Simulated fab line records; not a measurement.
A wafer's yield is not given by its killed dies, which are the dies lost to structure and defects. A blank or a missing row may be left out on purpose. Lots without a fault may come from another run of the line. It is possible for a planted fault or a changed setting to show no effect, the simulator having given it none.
fab line records -- flow sky130
record: lots: 6, wafers: 18, last_day: 49
route steps=708 shown LOCAL_INTERCONNECT@388 PAD_OPEN@708
lots untouched by any fault: they come from a run of this same line in which no faults occurred
start_h: hours from the record's first day to the start of the lot's first wafer shown -- wait_h: time in hours since the lot's previous step -- " as in the row above -- L1.1+2: several wafers, shown together as one row -- - no value, or no start was given -- * or withheld: withheld -- < > ~ a bound
route shown NAME@n: NAME is a module with steps in the file, n the number in the route of the first one -- usual: mean and standard deviation over wafers with no fault -- same: alike in all rows -- chamber/n: place in a boat -- sites: per-site readings -- _std_site: standard deviation of those values -- _edge_site: the outer-site mean with the inner-site mean subtracted -- radius_mm: how far each site lies from the wafer's centre -- mask NAME#n: copy n -- behind: tool/chamber where the wafer was last shaped -- hold: cause of the lot's hold/its duration in hours/its outcome -- device: the n, p or np transistor that did not switch -- end of line: the same wafers' tests at the end of the route -- step lacking rows: just its recipe -- killed: not the wafer's yield, but the dies lost to structure and defects at the first sort -- map: a wafer's dies, marking killed ones x, the rest . and places with no die _
set.NAME: the setting that was run; set.NAME@STEP: the one run at that earlier step -- model.NAME: the simulator's own value behind a step, which no gauge read
lots at some steps of the route; a table a step, a row a wafer
services: a tool's chamber out of use, with start hour (start_h, from the record's first day; less than 0 if before it), hours out, and reason
== steps ==
step: SKY_LOCAL_INTERCONNECT_RS_MEAS_01
recipe: thk_meas_gauge: four-point-probe, reads: TiN_of_LOCAL_INTERCONNECT_SPUTTER_00
usual: LOCAL_INTERCONNECT_TIN_RS: 14.17/0.19
lot.wafer,tool,chamber,start_h,wait_h,LOCAL_INTERCONNECT_TIN_RS[ohm/sq]
L456.4,film_metro-02,-,684.14,0.1,14.25
L456.5,film_metro-02,-,684.14,0.1,14.20
L456.6,film_metro-02,-,684.14,0.1,14.25
L457.2,film_metro-01,-,688.55,0.1,14.30
L457.3,film_metro-01,-,688.55,0.1,14.45
L457.6,film_metro-01,-,688.55,0.1,14.44
L466.1,film_metro-01,-,769.15,0.0,14.11
L466.5,film_metro-01,-,769.15,0.0,13.97
L466.6,film_metro-01,-,769.15,0.0,13.97
L468.2,film_metro-04,-,779.68,0.1,14.38
L468.4,film_metro-04,-,779.68,0.1,14.63
L468.5,film_metro-04,-,779.68,0.1,14.56
L470.1,film_metro-01,-,794.11,0.0,14.20
L470.3,film_metro-01,-,794.11,0.0,14.13
L470.5,film_metro-01,-,794.11,0.0,14.09
L473.2,film_metro-04,-,814.47,0.1,14.32
L473.5,film_metro-04,-,814.47,0.1,14.30
L473.6,film_metro-04,-,814.47,0.1,14.41
step: SKY_LOCAL_INTERCONNECT_THK_MEAS_02
recipe: thk_meas_gauge: xrf, reads: TiN_of_LOCAL_INTERCONNECT_SPUTTER_00
usual: LOCAL_INTERCONNECT_TIN_THK: 98.5/1.3
lot.wafer,tool,chamber,start_h,wait_h,LOCAL_INTERCONNECT_TIN_THK[nm]
L456.4,film_metro-02,-,684.23,0.1,97.8
L456.5,film_metro-02,-,684.23,0.1,98.0
L456.6,film_metro-02,-,684.23,0.1,97.5
L457.2,film_metro-01,-,688.66,0.1,97.7
L457.3,film_metro-01,-,688.66,0.1,96.8
L457.6,film_metro-01,-,688.66,0.1,96.5
L466.1,film_metro-01,-,769.27,0.1,99.2
L466.5,film_metro-01,-,769.27,0.1,100.4
L466.6,film_metro-01,-,769.27,0.1,100.2
L468.2,film_metro-04,-,779.79,0.1,97.0
L468.4,film_metro-04,-,779.79,0.1,95.3
L468.5,film_metro-04,-,779.79,0.1,95.6
L470.1,film_metro-01,-,794.23,0.1,98.3
L470.3,film_metro-01,-,794.23,0.1,98.9
L470.5,film_metro-01,-,794.23,0.1,99.1
L473.2,film_metro-04,-,814.58,0.1,97.4
L473.5,film_metro-04,-,814.58,0.1,97.5
L473.6,film_metro-04,-,814.58,0.1,96.6
step: SKY_LOCAL_INTERCONNECT_DEHYDRATE_03
recipe: temp_c: 200, time_s: 60
step: SKY_LOCAL_INTERCONNECT_HMDS_04
recipe: prime_time_s: 60, prime_temp_c: 120
step: SKY_LOCAL_INTERCONNECT_COAT_05
recipe: resist: BARC, temp_c: withheld, time_s: withheld, spin_rpm: 3000, resist_thk_nm: 60
step: SKY_LOCAL_INTERCONNECT_COAT_06
recipe: resist: KrF-thick, spin_rpm: 3000, resist_thk_nm: 450
step: SKY_LOCAL_INTERCONNECT_SOFTBAKE_07
recipe: temp_c: 100, time_s: 90, resist: KrF-thick
step: SKY_LOCAL_INTERCONNECT_EXPOSE_08
recipe: mask_id: LI1M, na: 0.8, source_shape: annular, sigma_inner: 0.55, sigma_outer: 0.85, target_cd_nm: 170, dose_mj: 28
step: SKY_LOCAL_INTERCONNECT_PEB_09
recipe: peb_temp_c: withheld, peb_time_s: withheld, resist: KrF-thick
step: SKY_LOCAL_INTERCONNECT_DEVELOP_10
recipe: develop_time_s: 60, resist: KrF-thick, dev_temp_c: 21
step: SKY_LOCAL_INTERCONNECT_CD_MEAS_11
recipe: target_cd_nm: 170
usual: cd_nm: 169.9/1.5
lot.wafer,tool,chamber,start_h,wait_h,cd_nm
L456.4,cd_sem-01,-,712.28,-,168.4
L456.5,cd_sem-01,-,712.28,-,169.4
L456.6,cd_sem-01,-,712.28,-,170.2
L457.2,cd_sem-02,-,716.94,-,169.1
L457.3,cd_sem-02,-,716.94,-,170.7
L457.6,cd_sem-02,-,716.94,-,170.5
L466.1,cd_sem-01,-,795.46,-,169.5
L466.5,cd_sem-01,-,795.46,-,170.2
L466.6,cd_sem-01,-,795.46,-,168.9
L468.2,cd_sem-01,-,806.13,-,167.1
L468.4,cd_sem-01,-,806.13,-,166.7
L468.5,cd_sem-01,-,806.13,-,166.8
L470.1,cd_sem-01,-,820.62,-,172.5
L470.3,cd_sem-01,-,820.62,-,173.4
L470.5,cd_sem-01,-,820.62,-,171.9
L473.2,cd_sem-01,-,841.07,-,169.6
L473.5,cd_sem-01,-,841.07,-,169.0
L473.6,cd_sem-01,-,841.07,-,168.3
step: SKY_LOCAL_INTERCONNECT_OVL_MEAS_12
usual: LOCAL_INTERCONNECT_OVL: 4/6.1
lot.wafer,tool,chamber,start_h,wait_h,LOCAL_INTERCONNECT_OVL[nm]
L456.4,overlay-01,-,712.36,0.1,7
L456.5,overlay-01,-,712.36,0.1,12
L456.6,overlay-01,-,712.36,0.1,4
L457.2,overlay-01,-,717.05,0.1,5
L457.3,overlay-01,-,717.05,0.1,9
L457.6,overlay-01,-,717.05,0.1,9
L466.1,overlay-02,-,795.58,0.1,9
L466.5,overlay-02,-,795.58,0.1,2
L466.6,overlay-02,-,795.58,0.1,-2
L468.2,overlay-02,-,806.23,0.1,-2
L468.4,overlay-02,-,806.23,0.1,5
L468.5,overlay-02,-,806.23,0.1,0
L470.1,overlay-02,-,820.74,0.1,5
L470.3,overlay-02,-,820.74,0.1,8
L470.5,overlay-02,-,820.74,0.1,11
L473.2,overlay-01,-,841.18,0.1,7
L473.5,overlay-01,-,841.18,0.1,8
L473.6,overlay-01,-,841.18,0.1,6
step: SKY_LOCAL_INTERCONNECT_ETCH_13
recipe: chemistry: N2/H2, target: BARC, ion_energy_ev: 200, bias_w: 100, pressure_mtorr: 30, n2_flow_sccm: 100, h2_flow_sccm: 200, icp_w: 500, stop_on: SiO2, time_s: 45.9, target_depth_a: 600
usual: bias_w: 100.02/0.3, drypump_motor_current_A: 5.72/0.26, oes_product_au: 0.854/0.0049, throttle_valve_pct: 13.225/0.0093
lot.wafer,tool,chamber,start_h,wait_h,bias_w,drypump_motor_current_A,oes_product_au,rf_hours_counter_h,throttle_valve_pct,model.SiO2_of_SONOS_ONO_CVD_04.thk_nm
L456.4,rie_metal-01,0,712.40,0.0,99.05,5.98,0.852,-,13.234,4.422
L456.5,rie_metal-01,0,712.40,0.0,100.00,5.97,0.856,-,13.238,4.425
L456.6,rie_metal-01,1,712.40,0.0,99.92,5.42,0.851,-,13.224,4.444
L457.2,rie_metal-02,1,717.08,0.0,100.06,6.00,0.855,2,13.227,4.254
L457.3,rie_metal-02,1,717.08,0.0,99.80,6.00,0.849,-,13.233,4.294
L457.6,rie_metal-02,0,717.08,0.0,100.02,5.61,0.852,-,13.204,4.241
L466.1,rie_metal-01,1,795.61,0.0,107.65,5.41,0.857,1,13.223,4.02
L466.5,rie_metal-01,1,795.61,0.0,107.72,5.41,0.849,-,13.219,3.983
L466.6,rie_metal-01,0,795.61,0.0,107.82,5.97,0.857,-,13.221,3.943
L468.2,rie_metal-01,1,806.28,0.0,107.42,5.42,0.848,-,13.226,4.03
L468.4,rie_metal-01,1,806.28,0.0,107.89,5.41,0.857,-,13.234,4.184
L468.5,rie_metal-01,1,806.28,0.0,108.58,5.38,0.852,-,13.225,4.153
L470.1,rie_metal-02,1,820.78,0.0,100.35,5.99,0.851,7,13.235,4.363
L470.3,rie_metal-02,1,820.78,0.0,99.77,5.97,0.851,-,13.237,4.208
L470.5,rie_metal-02,1,820.78,0.0,99.67,6.01,0.856,-,13.217,4.244
L473.2,rie_metal-02,1,841.21,0.0,100.05,5.99,0.853,9,13.216,4.209
L473.5,rie_metal-02,1,841.21,0.0,99.91,5.99,0.848,-,13.221,4.162
L473.6,rie_metal-02,0,841.21,0.0,100.00,5.60,0.854,-,13.209,4.133
step: SKY_LOCAL_INTERCONNECT_METAL_ETCH_14
recipe: target_depth_nm: 110, stop_on: PSG, chemistry: Cl2/BCl3, target: TiN, resist_sidewall_deg: 88, pressure_mtorr: 10, icp_w: 900, bias_w: 48.5, Cl2_flow_sccm: 60, bcl3_flow_sccm: 30, time_s: 31.4
usual: bias_w: 48.51/0.14, drypump_motor_current_A: 5.72/0.26, oes_product_au: 0.940/0.0081, throttle_valve_pct: 21.900/0.011
lot.wafer,tool,chamber,start_h,wait_h,bias_w,drypump_motor_current_A,oes_product_au,rf_hours_counter_h,throttle_valve_pct
L456.4,rie_metal-01,0,712.46,0.0,48.41,5.91,0.939,-,21.906
L456.5,rie_metal-01,0,712.46,0.0,48.24,5.93,0.936,-,21.896
L456.6,rie_metal-01,1,712.46,0.0,48.42,5.40,0.941,-,21.898
L457.2,rie_metal-02,1,717.16,0.1,48.33,5.98,0.936,2,21.917
L457.3,rie_metal-02,1,717.16,0.1,48.40,5.99,0.935,-,21.892
L457.6,rie_metal-02,0,717.16,0.1,48.35,5.60,0.931,-,21.907
L466.1,rie_metal-01,1,795.67,0.0,48.41,5.37,0.945,1,21.901
L466.5,rie_metal-01,1,795.67,0.0,48.57,5.39,0.948,-,21.906
L466.6,rie_metal-01,0,795.67,0.0,48.75,5.94,0.943,-,21.895
L468.2,rie_metal-01,1,806.41,0.1,48.09,5.41,0.931,-,21.897
L468.4,rie_metal-01,1,806.41,0.1,48.32,5.43,0.925,-,21.906
L468.5,rie_metal-01,1,806.41,0.1,48.46,5.41,0.923,-,21.907
L470.1,rie_metal-02,1,820.90,0.1,48.45,6.00,0.936,8,21.909
L470.3,rie_metal-02,1,820.90,0.1,48.54,5.98,0.944,-,21.897
L470.5,rie_metal-02,1,820.90,0.1,48.65,6.00,0.944,-,21.907
L473.2,rie_metal-02,1,841.27,0.0,48.47,6.00,0.933,9,21.908
L473.5,rie_metal-02,1,841.27,0.0,48.66,6.00,0.937,-,21.904
L473.6,rie_metal-02,0,841.27,0.0,48.50,5.63,0.933,-,21.902
step: SKY_PAD_OPEN_PROBE_99
usual: killed_at_M0_to_M3: 41/6.2, killed_at_M4_up: 3.0/1.7, killed_at_contacts: 25/5.8, killed_at_front_end: 16/4.5, killed_at_other: 0.2/0.42, killed_dies: 85/8.4, killed_open: 46/5.9, killed_short: 39/6.3
same: gross_dies: 492, killed_at_back_side: 0
lot.wafer,tool,chamber,start_h,wait_h,killed_at_M0_to_M3,killed_at_M4_up,killed_at_contacts,killed_at_front_end,killed_at_other,killed_dies,killed_open,killed_short
L456.4,prober-02,-,1083.34,0.2,38,4,22,19,0,83,45,38
L456.5,prober-02,-,1083.39,0.2,50,6,18,16,0,90,49,41
L456.6,prober-02,-,1083.44,0.2,43,6,23,20,1,93,48,45
L457.2,prober-01,-,1088.71,0.1,43,2,36,12,0,93,47,46
L457.3,prober-01,-,1088.76,0.2,45,2,26,15,0,88,46,42
L457.6,prober-01,-,1088.91,0.2,36,5,32,10,0,83,48,34
L466.1,prober-02,-,1142.77,0.1,37,2,24,11,0,74,43,31
L466.5,prober-02,-,1142.97,0.2,54,3,16,11,1,85,50,35
L466.6,prober-02,-,1143.02,0.2,46,2,22,17,0,87,42,45
L468.2,prober-02,-,1152.16,0.1,34,3,34,21,1,93,47,43
L468.4,prober-02,-,1152.26,0.2,38,2,31,21,1,93,56,35
L468.5,prober-02,-,1152.31,0.2,39,3,24,13,1,80,42,38
L470.1,prober-02,-,1161.81,0.1,42,7,18,19,0,86,40,46
L470.3,prober-02,-,1161.91,0.2,50,1,17,9,1,78,47,31
L470.5,prober-02,-,1162.01,0.2,36,2,30,14,0,82,43,39
L473.2,prober-01,-,1177.38,0.1,46,0,26,14,0,86,46,40
L473.5,prober-01,-,1177.53,0.2,49,3,31,13,0,96,57,39
L473.6,prober-01,-,1177.58,0.2,53,3,30,12,1,99,56,43
killed by level:class
L456.4 VIA1:geometric_particle:open=7 VIA3:geometric_particle:open=7 VIA2:geometric_particle:open=6 CONTACT:geometric_particle:open=5 POLY_GATE:geometric_particle:open=5 POLY_GATE:geometric_particle:short=5 LOCAL_INTERCONNECT:geometric_particle:short=5 FIELD_ISO:geometric_particle:short=4
L456.5 VIA1:geometric_particle:open=13 VIA3:geometric_particle:open=11 METAL1:geometric_particle:short=8 CONTACT:geometric_particle:open=6 LOCAL_INTERCONNECT:geometric_particle:short=5 VIA2:geometric_particle:open=5 POLY_GATE:geometric_particle:short=4 LI_CONTACT:geometric_particle:open=4
L456.6 CONTACT:geometric_particle:open=13 VIA1:geometric_particle:open=11 POLY_GATE:geometric_particle:short=6 VIA1:geometric_particle:short=5 VIA3:geometric_particle:open=5 VIA2:geometric_particle:open=5 FIELD_ISO:geometric_particle:short=4 METAL3:geometric_particle:short=4
L457.2 CONTACT:geometric_particle:open=14 VIA1:geometric_particle:open=13 CONTACT:geometric_particle:short=8 LOCAL_INTERCONNECT:geometric_particle:short=7 METAL2:geometric_particle:short=7 LI_CONTACT:geometric_particle:open=5 VIA1:geometric_particle:short=5 VIA2:geometric_particle:open=5
L457.3 CONTACT:geometric_particle:open=15 VIA1:geometric_particle:open=12 METAL1:geometric_particle:short=7 FIELD_ISO:geometric_particle:open=6 LOCAL_INTERCONNECT:geometric_particle:short=6 METAL3:geometric_particle:short=6 VIA1:geometric_particle:short=4 METAL2:geometric_particle:short=4
L457.6 LI_CONTACT:geometric_particle:open=12 VIA1:geometric_particle:open=11 LOCAL_INTERCONNECT:geometric_particle:short=7 CONTACT:geometric_particle:short=7 CONTACT:geometric_particle:open=6 VIA2:geometric_particle:open=6 VIA3:geometric_particle:open=5 POLY_GATE:geometric_particle:short=4
L466.1 VIA1:geometric_particle:open=9 VIA3:geometric_particle:open=8 LI_CONTACT:geometric_particle:open=7 CONTACT:geometric_particle:open=7 CONTACT:geometric_particle:short=6 METAL1:geometric_particle:short=3 VIA1:geometric_particle:short=3 VIA2:geometric_particle:open=3
L466.5 VIA3:geometric_particle:open=15 VIA1:geometric_particle:open=11 CONTACT:geometric_particle:open=8 VIA2:geometric_particle:open=8 METAL2:geometric_particle:short=5 METAL3:geometric_particle:short=4 POLY_GATE:geometric_particle:short=3 LOCAL_INTERCONNECT:geometric_particle:short=3
L466.6 CONTACT:geometric_particle:open=11 VIA1:geometric_particle:open=9 METAL1:geometric_particle:short=6 VIA2:geometric_particle:open=6 POLY_GATE:geometric_particle:short=5 CONTACT:geometric_particle:short=5 VIA2:geometric_particle:short=5 VIA3:geometric_particle:open=5
L468.2 LI_CONTACT:geometric_particle:open=11 CONTACT:geometric_particle:open=8 METAL2:geometric_particle:short=7 VIA1:geometric_particle:open=7 FIELD_ISO:geometric_particle:short=6 LI_CONTACT:geometric_particle:short=6 CONTACT:geometric_particle:short=5 VIA2:geometric_particle:open=5
L468.4 CONTACT:geometric_particle:open=15 VIA1:geometric_particle:open=12 VIA2:geometric_particle:open=9 LI_CONTACT:geometric_particle:open=8 FIELD_ISO:geometric_particle:short=5 FIELD_ISO:geometric_particle:open=4 METAL2:geometric_particle:short=4 POLY_GATE:geometric_particle:open=3
L468.5 CONTACT:geometric_particle:open=9 VIA3:geometric_particle:open=7 LI_CONTACT:geometric_particle:open=7 VIA1:geometric_particle:short=6 METAL2:geometric_particle:short=6 VIA1:geometric_particle:open=5 CONTACT:geometric_particle:short=4 VIA2:geometric_particle:open=4
L470.1 VIA1:geometric_particle:short=11 VIA1:geometric_particle:open=9 POLY_GATE:geometric_particle:short=8 CONTACT:geometric_particle:open=8 METAL2:geometric_particle:short=7 LI_CONTACT:geometric_particle:open=5 METAL4:geometric_particle:short=5 VIA3:geometric_particle:open=5
L470.3 VIA1:geometric_particle:open=16 VIA2:geometric_particle:open=7 METAL2:geometric_particle:short=6 LI_CONTACT:geometric_particle:open=6 VIA3:geometric_particle:open=6 CONTACT:geometric_particle:open=5 POLY_GATE:geometric_particle:short=4 METAL1:geometric_particle:short=4
L470.5 VIA1:geometric_particle:open=11 CONTACT:geometric_particle:open=10 LI_CONTACT:geometric_particle:open=6 LI_CONTACT:geometric_particle:short=5 VIA3:geometric_particle:open=5 LOCAL_INTERCONNECT:geometric_particle:short=4 CONTACT:geometric_particle:short=4 METAL2:geometric_particle:short=4
L473.2 CONTACT:geometric_particle:open=12 VIA3:geometric_particle:open=9 VIA2:geometric_particle:open=9 CONTACT:geometric_particle:short=8 VIA3:geometric_particle:short=6 POLY_GATE:geometric_particle:open=5 LOCAL_INTERCONNECT:geometric_particle:short=5 VIA1:geometric_particle:open=5
L473.5 CONTACT:geometric_particle:open=11 VIA1:geometric_particle:open=9 METAL1:geometric_particle:short=8 VIA3:geometric_particle:open=8 VIA2:geometric_particle:open=7 LI_CONTACT:geometric_particle:open=6 CONTACT:geometric_particle:short=6 METAL2:geometric_particle:open=5
L473.6 VIA3:geometric_particle:open=14 CONTACT:geometric_particle:open=12 VIA1:geometric_particle:open=8 METAL1:geometric_particle:short=7 CONTACT:geometric_particle:short=7 VIA2:geometric_particle:open=6 LI_CONTACT:geometric_particle:open=5 VIA2:geometric_particle:short=5
== services ==
tool,chamber,start_h,hours,kind
rie_metal-02,0,754.98,46.7,repair
rie_metal-01,1,758.52,-,clean
rie_metal-01,1,758.52,19.0,scheduled_down
rie_metal-01,1,758.52,19.0,vent_cycle
rie_metal-02,-,762.39,0.4,repair
rie_metal-01,-,784.03,1.4,pm
rie_metal-02,0,801.70,-,clean
rie_metal-02,0,801.70,29.6,scheduled_down
rie_metal-02,0,801.70,29.6,vent_cycle
rie_metal-01,0,804.78,-,clean
rie_metal-01,0,804.78,25.6,scheduled_down
rie_metal-01,0,804.78,25.6,vent_cycle
== key ==
first_sign: step: SKY_LOCAL_INTERCONNECT_ETCH_13, reading: bias_w, direction: up, sigmas: 26, usual: 100.02, struck: 107.85
effect none on later readings
model_effect: step: SKY_LOCAL_INTERCONNECT_ETCH_13, value: SiO2_of_SONOS_ONO_CVD_04.thk_nm, without: 4.13, struck: 4.052
met_at SKY_LOCAL_INTERCONNECT_ETCH_13
struck_wafers L466.1,L466.5,L466.6,L468.2,L468.4,L468.5
tester_left_out L466,L468
onset_between 712.40 795.61
fault: kind: process_parameter_drift, tool: rie_metal-01, chamber: -, onset_h: 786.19, steps: SKY_LOCAL_INTERCONNECT_ETCH_13, channel: bias_w, offset: 7.5759, shape: step, end_h: 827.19, acts_in: these_recipes_only, stated: 100
tester_left_out: of these lots the tester's yield and bins aren't shown, on N5 and GAA mostly nor the transistor test; their killed dies are dies lost to structure and defects alone, not to doping, threshold or leakage, so they don't give the yield
